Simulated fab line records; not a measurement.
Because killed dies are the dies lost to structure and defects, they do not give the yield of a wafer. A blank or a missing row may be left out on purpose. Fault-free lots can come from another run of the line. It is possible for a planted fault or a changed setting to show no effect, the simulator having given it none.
A struck lot beside a sound one :: flow sky130 :: 17 steps out of a route of 708
Sound: the wafers L708.1, L708.2, L708.4. Struck: wafers L698.4, L698.6. (L698.5 of the same lot was not struck and is left out.) The cause comes at the end.
Per side, at each step with rows, come the tool, then ch with its chambers, and then its first start. Under that, the readings that differ: sound wafers :: struck wafers :: difference of the means :: sigmas: that difference in standard deviations of wafers without a fault.
alike: same words and numbers on both sides, and readings whose means sit less than 2 such deviations apart. not compared: any withheld reading, any reading some wafer has no value for, any bound like >300 that may hide the same value, and any number with overlapping values for which the record gives no deviation.
A row with sigmas, a row that says differs or no value, or rows on one side alone: a step with any of these is where the two part. When numbers do not overlap yet have no deviation, they are printed without sigmas and do not part them. A reading missing from all wafers of one side parts the sides only when that side holds two or more wafers.

first, 3 steps without rows for these wafers: SKY_VIA3_EXPOSE_09 (exposes mask VIM3, target cd 200 nm); SKY_VIA3_PEB_10; SKY_VIA3_DEVELOP_11 (develop time 60 s).
SKY_VIA3_CD_MEAS_12: the cd target is 200 nm.
  struck on cd-sem-01, day 41 22:34; sound on cd-sem-01, day 44 09:58
  alike: cd-nm
SKY_VIA3_OVL_MEAS_13:
  struck on overlay-01, day 41 22:38; sound on overlay-02, day 44 10:05
  alike: VIA3_OVL
SKY_VIA3_ETCH_14: etches BARC in N2/H2, stops on SiO2, time 45.9 s, target depth 60 nm.
  sound on rie-diel-01 ch 2,3, day 44 10:07; struck on rie-diel-01 ch 0,1, day 41 22:40
  alike: drypump-motor-current-A, oes-product-au, throttle-valve-pct
  not compared: rf-hours-counter-h
SKY_VIA3_ETCH_15: etches SiO2 in C4F8/O2/Ar, stops on TiN, target depth 507 nm, time 78 s.
  sound on rie-diel-01 ch 2,3, day 44 10:10; struck on rie-diel-01 ch 0,1, day 41 22:42
  alike: oes-product-au
  not compared: rf-hours-counter-h
SKY_VIA3_STRIP_16: strips in O2/N2.
  sound on plasma-asher-01 ch 0,1, day 44 10:13; struck on plasma-asher-02 ch 0, day 41 22:47
  alike: drypump-motor-current-A, o2-flow-sccm, oes-product-au, strip-time-to-endpoint-s
  not compared: rf-hours-counter-h
then, 3 steps without rows for these wafers: SKY_VIA3_STRIP_17 (strips in post etch residue remover, time 1200 s); SKY_VIA3_CLEAN_18 (cleans in IPA, time 180 s); SKY_VIA3_CLEAN_19 (cleans in O3/DIW).
SKY_VIA3_SPUTTER_20: material TiN, target thk 20 nm, time 80 s.
  struck on pvd-sputter-04, day 41 23:22; sound on pvd-sputter-04, day 44 10:49
  alike: chamber-pressure-pa, throttle-valve-pct
SKY_VIA3_CVD_21: deposits W, target thk 390 nm, time 117.31 s.
  sound on cvd-w-02 ch 0,1, day 44 10:53; struck on cvd-w-01 ch 1, day 41 23:28
reading: chamber-pressure-Torr (Torr)
sound: 40.03 39.98 40.01
struck: 33.73 33.82
difference: -6.23
sigmas: -75

reading: model.W_of_VIA3_CVD_21.thk-nm (nm)
sound: 389.1 391.2 391.3
struck: 354.8 352.6
difference: -36.8
sigmas: 
  alike: heater-power-w
SKY_VIA3_RS_MEAS_22: measurement is done with a four-point probe.
  struck on film-metro-01, day 42 00:11; sound on film-metro-01, day 44 11:00
reading: VIA3_W_RS (ohm/sq)
sound: 0.295 0.293 0.294
struck: 0.323 0.326
difference: +0.031
sigmas: +8
  not compared: hold
SKY_VIA3_THK_MEAS_23: measures by xrf.
  struck on film-metro-01, day 42 04:20; sound on film-metro-01, day 44 11:07
reading: VIA3_W_THK (nm)
sound: 401 405 404
struck: 369 366
difference: -36
sigmas: -6
  not compared: hold
SKY_VIA3_CMP_24: polishes, stops on SiO2, t overpolish 20 s, target thk 0 nm.
  sound on cmp-01 ch 0,1,2, day 44 11:11; struck on cmp-01 ch 0,1, day 42 10:11
reading: hold
sound: - - -
struck: await-dispo/5.3h/release await-dispo/5.3h/release
difference: no value on the sound wafers
sigmas: 
  alike: edge-zone-pressure-frac, motor-current-A, slurry-filter-dp-kPa
-- the record jumps here: 5 days lie between the struck wafers' starts before and after (it left off in module VIA3 and takes up again in module PAD_OPEN, whose first step shown is number 708 of the route) --
SKY_PAD_OPEN_PROBE_99:
  struck on prober-01, day 47 15:36; sound on prober-02, day 49 17:34
  alike: defect-limited-yield, killed_at_M0_to_M3, killed_at_M4_up, killed-at-contacts, killed-at-front-end, killed-at-other, killed-dies, killed-on-rim, killed-open, killed-short, sort_bin_3_pad_short, sort_bin_5_function, sort_bin_6_memory, sort-n-pass, sort-yield-pct

## WHERE THEY PART
At SKY_VIA3_CVD_21 first; at SKY_VIA3_CMP_24 last (within this record only). Later steps at which nothing parts them and some readings are alike: SKY_PAD_OPEN_PROBE_99.

WHY: the cause the simulator had injected
cvd-w-01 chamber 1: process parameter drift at SKY_VIA3_CVD_21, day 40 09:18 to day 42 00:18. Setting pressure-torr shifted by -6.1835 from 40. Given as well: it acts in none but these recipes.
